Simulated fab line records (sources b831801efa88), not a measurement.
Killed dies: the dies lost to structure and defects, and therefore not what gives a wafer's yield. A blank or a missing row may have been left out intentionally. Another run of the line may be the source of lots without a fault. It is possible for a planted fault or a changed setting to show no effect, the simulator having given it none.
A struck lot beside a sound one ; flow sky130 ; 16 steps out of a route of 708
Sound: the wafers L925.1, L925.3, L925.5. Wafers L930.1, L930.2, L930.4 were the ones struck. Last of all comes the cause.
Per side, at each step with rows, come the tool, then ch with its chambers, and then its first start. Under that, the readings that differ: sound wafers ; struck wafers ; difference of the means ; sigmas: that difference in standard deviations of wafers without a fault.
alike: a reading whose means differ by less than 2 such deviations, as well as words and numbers matching on both sides. not compared: withheld readings; readings where some wafer has no value; bounds like >300 that might hide an equal value; numbers whose values overlap and for which the record gives no deviation.
The two part at a step that has a row with sigmas, a row that says differs or no value, or rows on one side only. Numbers that have no deviation but don't overlap get no sigmas and don't part them. A reading that every wafer of one side lacks parts them only if that side has two wafers or more.

first, 4 steps without rows for these wafers: SKY_RES_XHIGH_EXPOSE_04 (exposes mask URPM, target cd 1270 nm); SKY_RES_XHIGH_PEB_05; SKY_RES_XHIGH_DEVELOP_06 (develop time 60 s); SKY_RES_XHIGH_IMPLANT_07.
SKY_RES_XHIGH_STRIP_08: strips in O2/N2.
  sound on plasma-asher-01 ch 0, day 29 18:35; struck on plasma-asher-01 ch 0,1, day 31 05:07
  alike: drypump-motor-current-A, oes-product-au, strip-time-to-endpoint-s
  not compared: rf-hours-counter-h
SKY_RES_XHIGH_TW_MEAS_09:
  sound on film-metro-02 at day 29 18:41; struck on film-metro-04 at day 31 05:13
reading;sound;struck;difference;sigmas
RES_XHIGH_TW;1627 1629 1616;1672 1669 1678;+49;+2
then, 6 steps without rows for these wafers: SKY_SD_N_DEHYDRATE_00 (time 60 s); SKY_SD_N_HMDS_01 (prime time 60 s); SKY_SD_N_COAT_02 (resist thk 1140 nm); SKY_SD_N_SOFTBAKE_03 (time 60 s); SKY_SD_N_EXPOSE_04 (exposes mask NSDM, target cd 380 nm); SKY_SD_N_PEB_05.
SKY_SD_N_DEVELOP_06: develop time 60 s.
  sound on litho-track-02 ch 0, day 30 22:06; struck on litho-track-01 ch 0, day 32 09:25
reading;sound;struck;difference;sigmas
developer-temp-C (C);23.10 23.08 23.12;20.79 20.73 20.62;-2.39;-25
SKY_SD_N_CD_MEAS_07 targets a cd of 380 nm.
  sound on cd-sem-01 at day 30 22:15; struck on cd-sem-02 at day 32 09:34
reading;sound;struck;difference;sigmas
cd-nm (nm);379.8 378.0 379.3;385.9 387.4 386.4;+7.5;+3
SKY_SD_N_OVL_MEAS_08:
  sound on overlay-01 at day 30 22:22; struck on overlay-01 at day 32 09:41
  alike: SD_N_OVL
SKY_PAD_OPEN_PROBE_99:
  the record has rows for the sound wafers here (prober-02, day 47 22:28) and none for the struck ones

== WHERE THEY PART ==
Earliest at SKY_RES_XHIGH_TW_MEAS_09; latest, in this record, at SKY_PAD_OPEN_PROBE_99.

WHY: what the simulator had put in
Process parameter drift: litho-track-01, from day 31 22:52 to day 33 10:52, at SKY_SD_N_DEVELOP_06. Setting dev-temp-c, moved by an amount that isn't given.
